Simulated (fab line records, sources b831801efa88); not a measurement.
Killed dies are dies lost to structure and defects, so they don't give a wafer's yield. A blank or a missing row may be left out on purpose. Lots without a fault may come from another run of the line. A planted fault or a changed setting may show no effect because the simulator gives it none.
Split-lot experiment | flow sky130 | 5 lots, 23 wafers read, on a route of 708 steps

THE SPLIT
At SKY_VT_ADJUST_HVTR_SOFTBAKE_03 (time 60 s), the setting temp_c was moved away from the recipe's 90 C on 6 of the 23 wafers read, by -3.0% to +3.2%. The other wafers ran this setting at the recipe's value.

FROM THE SPLIT TO THE READING: what the file shows between them, 2 steps
- SKY_VT_ADJUST_HVTR_EXPOSE_04: exposes mask HVTRM, target cd 380 nm
- SKY_VT_ADJUST_HVTR_PEB_05

THE READING
NOVOLAK_of_VT_ADJUST_HVTR_COAT_02.thk_nm (the simulator's own value, which no gauge read), in nm, at SKY_VT_ADJUST_HVTR_DEVELOP_06 (develop time 57.6 s). The file gives no usual value for it. The 17 wafers here that ran the recipe average 1133 nm, standard deviation 3.4 nm.

wafer  | tool, chamber at the split | temp_c as run, C | against the recipe | NOVOLAK_of_VT_ADJUST_HVTR_COAT_02.thk_nm, nm | against lot-mates on the recipe
L074.1 | litho_track-04, 0          | 92.85            | +3.2%              | 1123                                         | -4
L074.2 | litho_track-04, 0          | 90               | recipe             | 1129                                         | -
L074.4 | litho_track-04, 0          | 90               | recipe             | 1129                                         | -
L074.3 | litho_track-04, 0          | 90               | recipe             | 1124                                         | -
L074.6 | litho_track-04, 0          | 92.85            | +3.2%              | 1119                                         | -8
L077.1 | litho_track-04, 0          | 92.27            | +2.5%              | 1126                                         | -8
L077.6 | litho_track-04, 0          | 92.27            | +2.5%              | 1126                                         | -8
L077.2 | litho_track-04, 0          | 90               | recipe             | 1135                                         | -
L077.5 | litho_track-04, 0          | 90               | recipe             | 1135                                         | -
L077.4 | litho_track-04, 0          | 90               | recipe             | 1133                                         | -
L081.1 | litho_track-03, 0          | 90               | recipe             | 1132                                         | -
L081.2 | litho_track-03, 0          | 90               | recipe             | 1131                                         | -
L081.3 | litho_track-03, 0          | 90               | recipe             | 1135                                         | -
L081.4 | litho_track-03, 0          | 87.28            | -3.0%              | 1147                                         | +14
L081.5 | litho_track-03, 0          | 87.28            | -3.0%              | 1141                                         | +8
L084.2 | litho_track-04, 0          | 90               | recipe             | 1137                                         | -
L084.4 | litho_track-04, 0          | 90               | recipe             | 1137                                         | -
L084.6 | litho_track-04, 0          | 90               | recipe             | 1137                                         | -
L084.3 | litho_track-04, 0          | 90               | recipe             | 1134                                         | -
L084.5 | litho_track-04, 0          | 90               | recipe             | 1133                                         | -
L085.1 | litho_track-04, 0          | 90               | recipe             | 1136                                         | -
L085.3 | litho_track-04, 0          | 90               | recipe             | 1136                                         | -
L085.6 | litho_track-04, 0          | 90               | recipe             | 1135                                         | -

THE FIT
A straight line over all 23 wafers: NOVOLAK_of_VT_ADJUST_HVTR_COAT_02.thk_nm changes by -3.53 nm for each +1% of temp_c; r = -0.85; the points scatter about the line by 3.3 nm.
The same after taking each lot's own level away (the mean of its wafers on the recipe; 23 wafers): -2.99 nm for each +1%; r = -0.91; scatter 2.2 nm.
On that fit, the largest move of temp_c shifts the reading by 9.5 nm.
The lots' own levels span 1127.3 to 1135.7 nm, that is 2.4 times the standard deviation above.
So the lot-to-lot level changes the slope: the two fits differ.
Check: with one of the wafers moved furthest among these (+3.2%) left out of the fit, the line predicts -10.4 nm for it against its lot-mates. It came out at -4.33 nm against them.

OTHER SPLITS ON THESE WAFERS
These wafers also went through other splits before the reading. Each is held against what the fit with the lots' levels taken away leaves over:
other split on the same wafers                | wafers away from the commonest value | r with NOVOLAK_of_VT_ADJUST_HVTR_COAT_02.thk_nm (lot level and that fit taken away)
SKY_FIELD_ISO_CVD_03 time_s                   | 18                                   | +0.16
SKY_FIELD_ISO_SOFTBAKE_09 temp_c              | 5                                    | -0.09
SKY_DNWELL_COAT_02 spin_rpm                   | 10                                   | -0.16
SKY_NWELL_IMPLANT_11 energy_kev               | 8                                    | -0.21
SKY_NWELL_IMPLANT_24 energy_kev               | 8                                    | +0.53
SKY_VT_ADJUST_HVTP_COAT_02 spin_rpm           | 7                                    | -0.12
SKY_VT_ADJUST_HVTP_STRIP_10 pressure_mtorr    | 10                                   | -0.13
SKY_VT_ADJUST_LVTN_IMPLANT_08 energy_kev      | 4                                    | +0.26
SKY_VT_ADJUST_NCORE_DEVELOP_06 develop_time_s | 9                                    | -0.13

THE WHOLE CHAIN: every reading that the file lists as answering this split, in the file's order
step                          | what it does        | reading                                                                                   | change (the file's fit)              | r (the file's)
SKY_VT_ADJUST_HVTR_DEVELOP_06 | develop time 57.6 s | NOVOLAK_of_VT_ADJUST_HVTR_COAT_02.thk_nm (the simulator's own value, which no gauge read) | -2.96 nm for each +1% of the setting | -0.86
SKY_VT_ADJUST_HVTR_STRIP_10   | strips in O2/N2     | strip_time_to_endpoint_s                                                                  | withheld for each +1% of the setting | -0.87

THE FILE'S OWN FIT
NOVOLAK_of_VT_ADJUST_HVTR_COAT_02.thk_nm changes by -2.96 nm for each +1% of temp_c, r = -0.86.
